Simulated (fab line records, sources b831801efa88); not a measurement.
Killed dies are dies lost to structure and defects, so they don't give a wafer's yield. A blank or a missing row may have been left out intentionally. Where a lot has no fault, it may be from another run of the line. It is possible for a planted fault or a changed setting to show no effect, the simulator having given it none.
Which of the tools did it? / flow sky130 / Sampling: 14 lots, 42 wafers, 2 of 708 route steps

== WHAT THE GAUGES SHOWED, per wafer ==
No reading from a measuring or inspecting step in the record can be judged against a usual standard deviation.

== WHICH TOOL RAN EACH LOT (tool, then ch and the chambers of the sampled wafers, then the start) ==
lot=L233; SKY_METAL4_SPUTTER_01=pvdSputter-02, day 39 19:04; SKY_PAD_OPEN_PROBE_99=-
lot=L234; SKY_METAL4_SPUTTER_01=pvdSputter-04, day 39 23:43; SKY_PAD_OPEN_PROBE_99=-
lot=L235; SKY_METAL4_SPUTTER_01=pvdSputter-03, day 40 06:35; SKY_PAD_OPEN_PROBE_99=-
lot=L236; SKY_METAL4_SPUTTER_01=pvdSputter-03, day 40 11:20; SKY_PAD_OPEN_PROBE_99=-
lot=L239; SKY_METAL4_SPUTTER_01=pvdSputter-04, day 42 09:27; SKY_PAD_OPEN_PROBE_99=-
lot=L240; SKY_METAL4_SPUTTER_01=pvdSputter-04, day 42 12:48; SKY_PAD_OPEN_PROBE_99=-
lot=L241; SKY_METAL4_SPUTTER_01=pvdSputter-03, day 42 15:52; SKY_PAD_OPEN_PROBE_99=-
lot=L244; SKY_METAL4_SPUTTER_01=pvdSputter-02, day 43 05:57; SKY_PAD_OPEN_PROBE_99=-
lot=L243; SKY_METAL4_SPUTTER_01=pvdSputter-03, day 43 09:12; SKY_PAD_OPEN_PROBE_99=-
lot=L246; SKY_METAL4_SPUTTER_01=pvdSputter-02, day 43 16:57; SKY_PAD_OPEN_PROBE_99=prober-01, day 49 03:53
lot=L249; SKY_METAL4_SPUTTER_01=pvdSputter-02, day 44 02:26; SKY_PAD_OPEN_PROBE_99=prober-02, day 49 12:17
lot=L252; SKY_METAL4_SPUTTER_01=pvdSputter-03, day 45 05:29; SKY_PAD_OPEN_PROBE_99=-
lot=L254; SKY_METAL4_SPUTTER_01=pvdSputter-03, day 45 21:21; SKY_PAD_OPEN_PROBE_99=-
lot=L256; SKY_METAL4_SPUTTER_01=pvdSputter-03, day 46 03:20; SKY_PAD_OPEN_PROBE_99=-
- SKY_METAL4_SPUTTER_01: material TiN, target thk 20 nm, time 16.7 s.
- SKY_PAD_OPEN_PROBE_99

== AS READ BY THE TOOLS THEMSELVES (means over the sampled wafers that have a number; for cases with no such wafer, the mark the record gives instead) ==
SKY_METAL4_SPUTTER_01. Usual: throttleValvePct reads 30.1 % (standard deviation 0.8).
lot=L233; tool=pvdSputter-02; throttleValvePct (%)=30.4; flag=
lot=L234; tool=pvdSputter-04; throttleValvePct (%)=30.4; flag=
lot=L235; tool=pvdSputter-03; throttleValvePct (%)=30.5; flag=
lot=L236; tool=pvdSputter-03; throttleValvePct (%)=30.2; flag=
lot=L239; tool=pvdSputter-04; throttleValvePct (%)=29.9; flag=
lot=L240; tool=pvdSputter-04; throttleValvePct (%)=30.3; flag=
lot=L241; tool=pvdSputter-03; throttleValvePct (%)=30.1; flag=
lot=L244; tool=pvdSputter-02; throttleValvePct (%)=30.3; flag=
lot=L243; tool=pvdSputter-03; throttleValvePct (%)=30.0; flag=
lot=L246; tool=pvdSputter-02; throttleValvePct (%)=30.7; flag=
lot=L249; tool=pvdSputter-02; throttleValvePct (%)=30.6; flag=
lot=L252; tool=pvdSputter-03; throttleValvePct (%)=29.4; flag=
lot=L254; tool=pvdSputter-03; throttleValvePct (%)=29.4; flag=
lot=L256; tool=pvdSputter-03; throttleValvePct (%)=29.8; flag=

SKY_PAD_OPEN_PROBE_99. Usual: defectLimitedYield 82.7 %, standard deviation 1.9; killed_at_M0_to_M3 43, standard deviation 6.8; killed_at_M4_up 3.0, standard deviation 1.8; killedAtContacts 23, standard deviation 5.4; killedAtFrontEnd 15, standard deviation 4.4; killedAtOther 0.3, standard deviation 0.51; killedDies 85, standard deviation 9.2; killedOpen 47, standard deviation 6.8; killedShort 39, standard deviation 6.8; sort_bin_3_pad_short 0.8 %, standard deviation 0.43; sort_bin_5_function 10.3 %, standard deviation 1.5; sort_bin_6_memory 6.2 %, standard deviation 0.96; sortNPass 407, standard deviation 9.2; sortYieldPct 82.7 %, standard deviation 1.9.
lot=L246; tool=prober-01; defectLimitedYield (%)=69.6; killed_at_M0_to_M3=39; killed_at_M4_up=71.3; killedAtContacts=28; killedAtFrontEnd=11; killedAtOther=0.3; killedDies=150; killedOpen=42; killedShort=39; sort_bin_3_pad_short (%)=5.0; sort_bin_5_function (%)=18.8; sort_bin_6_memory (%)=6.6; sortNPass=342; sortYieldPct (%)=69.6; flag=OFF
lot=L249; tool=prober-02; defectLimitedYield (%)=71.8; killed_at_M0_to_M3=39; killed_at_M4_up=71.7; killedAtContacts=16; killedAtFrontEnd=13; killedAtOther=0.0; killedDies=139; killedOpen=35; killedShort=33; sort_bin_3_pad_short (%)=5.4; sort_bin_5_function (%)=16.7; sort_bin_6_memory (%)=6.1; sortNPass=353; sortYieldPct (%)=71.8; flag=OFF

== THE ANSWER, worked out from the rows above alone ==
Rule: lot off if the mean of its wafers having a number is beyond 3 standard deviations from the usual mean. A lot without any number at a reading at which 4 lots or more have one is off too. Where the step has rows for the other lots, those lots are counted as sound. Order of review: gauges by route order, followed by the tools' own readings, for which a lot's mean as printed above is used. At the first step where some lot is off, the reading lying furthest off is the one used; lots without a number count as furthest.
Off: L246, L249 (SKY_PAD_OPEN_PROBE_99, killed_at_M4_up). Neither off nor sound, because the step has no rows for them: L233, L234, L235, L236, L239, L240, L241, L244, L243, L252, L254, L256.
A tool fits if, at that step or a process step before it, it ran every lot that is off, and no sound lot after the first of them. One candidate fits, namely pvdSputter-02 at SKY_METAL4_SPUTTER_01. It ran no sound lot before its first lot that is off in this sample, so the start can't be narrowed down.

== WHAT WAS PUT IN BY THE SIMULATOR ==
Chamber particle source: pvdSputter-02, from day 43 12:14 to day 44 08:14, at SKY_METAL4_SPUTTER_01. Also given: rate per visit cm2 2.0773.
Shown lots that were struck: L246, L249. The rule above found the same.
